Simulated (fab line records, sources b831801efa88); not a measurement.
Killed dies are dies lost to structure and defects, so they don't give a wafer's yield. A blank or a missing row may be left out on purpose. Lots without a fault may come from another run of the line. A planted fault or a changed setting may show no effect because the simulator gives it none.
Chamber matching | flow gf180mcu | GF_V5_CMP_04 on cmp-02: 4 sister chambers
The step polishes SiO2. 14 wafers are shown with their chamber, then 7 later ones without.

WAFERS WITH THEIR CHAMBER
wafer  | chamber | motor_current_A (A)
L626.2 | 3       | 12.7
L626.5 | 0       | 14.4
L626.6 | 1       | 10.4
L628.2 | 0       | 14.7
L628.3 | 1       | 10.4
L628.5 | 0       | 14.3
L629.1 | 3       | 12.1
L629.2 | 1       | 10.9
L629.6 | 1       | 11.0
L638.1 | 1       | 11.2
L638.2 | 2       | 12.2
L638.3 | 0       | 13.8
L637.2 | 2       | 12.3
L637.5 | 2       | 12.9

SIGNATURES (means of the wafers above)
reading         | chamber 0 | chamber 1 | chamber 2 | chamber 3 | scatter within a chamber
motor_current_A | 14.300    | 10.780    | 12.467    | 12.400    | 0.376
Rule: a wafer's distance from a chamber is the root of the sum, over the readings, of the square of ((its reading less the chamber's mean) divided by the reading's scatter). The wafer belongs to the nearest chamber; if the next one is less than 2 further off, it can't be placed. The scatter: the root of (the sum of the squares of (reading less its chamber's mean) over the shown wafers, divided by (wafers less chambers)).

WAFERS WITHOUT THEIR CHAMBER
wafer  | motor_current_A (A)
L637.6 | 13.2
L639.2 | 12.2
L639.5 | 13.3
L639.6 | 12.8
L641.1 | 12.6
L641.4 | 10.5
L641.5 | 13.5

WHICH CHAMBER EACH WENT THROUGH
wafer  | from the rows above          | in truth
L637.6 | can't be placed: 2 or 3 or 0 | 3
L639.2 | can't be placed: 3 or 2      | 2
L639.5 | can't be placed: 2 or 3 or 0 | 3
L639.6 | can't be placed: 2 or 3      | 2
L641.1 | can't be placed: 2 or 3      | 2
L641.4 | 1                            | 1
L641.5 | can't be placed: 0 or 2 or 3 | 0
Placed correctly: 1 of 7. Can't be placed from these rows: 6 (the true chamber is among the candidates in 6). Placed wrongly: 0.
